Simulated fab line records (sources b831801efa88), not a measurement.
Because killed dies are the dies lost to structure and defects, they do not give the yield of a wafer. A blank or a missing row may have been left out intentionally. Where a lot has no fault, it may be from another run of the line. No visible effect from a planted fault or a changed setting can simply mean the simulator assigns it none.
Problem report in the 8D (eight disciplines) form, filled by code -- flow gf180mcu -- the parts of the form that need people (team, actions taken, sign-off) are left out

== 1. PROBLEM STATEMENT ==
Wafers without a fault read 279.8 nm, standard deviation 1.3; cd-nm at GF_M2_CD_MEAS_14 reads a mean of 273.8 nm on 6 wafers belonging to 2 lots. That puts it -4.6 standard deviations away from the usual mean.
The step: target cd 280 nm.
First seen on wafer L914.1, day 24 05:34, on cd-sem-02. The record has a number at this step for 39 wafers belonging to 13 lots. Rule for "out", or "out of limits": more than 4 standard deviations from the usual mean. All remaining wafers that have a number are taken as sound.

== 2. WHAT IT IS, AND WHAT IT ISN'T ==
question,is,is not
which readings at this step,cd-nm,-
which lots,"L914, L915","L901, L902, L903, L904, L906, L913, L916, L917, L918, L919, L921"
which wafers of those lots,all that have a number,-
read on which gauges,cd-sem-02,cd-sem-01
when,from day 24 05:34,"up to then (18 sound wafers); but 15 sound wafers of L916, L917, L918, L919, L921 came after"

== 3. WHAT RULES OUT EACH SUSPECT ==
Counting: a tool at a process step up to the reading stays a suspect if it ran every lot that is out and no sound lot after the first of them.
- the gauge at GF_M2_CD_MEAS_14: kept. All the wafers that are out were read on cd-sem-02, and no step on other tools shows them out.
- litho-track-03 at GF_M2_PEB_12 (peb time 90 s): kept. It ran every lot that is out, first L914 (day 24 05:13), and no sound lot after that; its last sound lot up to then is L906 (day 21 12:43).
What counting leaves: litho-track-03 at GF_M2_PEB_12 and cd-sem-02 at GF_M2_CD_MEAS_14.

== 4. THE CAUSE (what the simulator had put in) ==
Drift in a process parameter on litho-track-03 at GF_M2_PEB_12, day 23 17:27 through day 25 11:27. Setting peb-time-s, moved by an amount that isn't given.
Counting leaves 2 suspects; this tool is one of them.

== 5. SEQUENCE OF EFFECTS, ordered by route ==
Each row: a reading whose mean over the struck wafers that have a number lies more than 3 standard deviations from the usual. Only readings whose record carries a usual standard deviation are examined. hours: median over the lots of the time between each lot's start at the first step of this table that gives one and its start at this step. sigmas: the change, counted in usual standard deviations.
hours,step,reading,usual,on struck wafers,change,sigmas
0,GF_M2_CD_MEAS_14,cd-nm,279.8 nm,273.8,-6.0,-4.6
Later measuring or inspecting steps at which every struck wafer that the step has a row for has a number for every such reading, and none has moved that far: GF_V2_THK_MEAS_03.

== 6. HOW IT WOULD HAVE BEEN CAUGHT EARLIER ==
12 hours passed between the start of the fault at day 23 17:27 and the first reading out of limits at a measuring or inspecting step in this record, taken at day 24 05:34.
Of the tool readings at GF_M2_PEB_12 for which the record gives a usual standard deviation, none was out on any struck wafer, so an alarm limit of 4 standard deviations on them would not have fired.
L915, from the lots that are out (2), started GF_M2_PEB_12 on litho-track-03 later than day 24 05:34. It would have been spared by a hold on the tool at that moment.
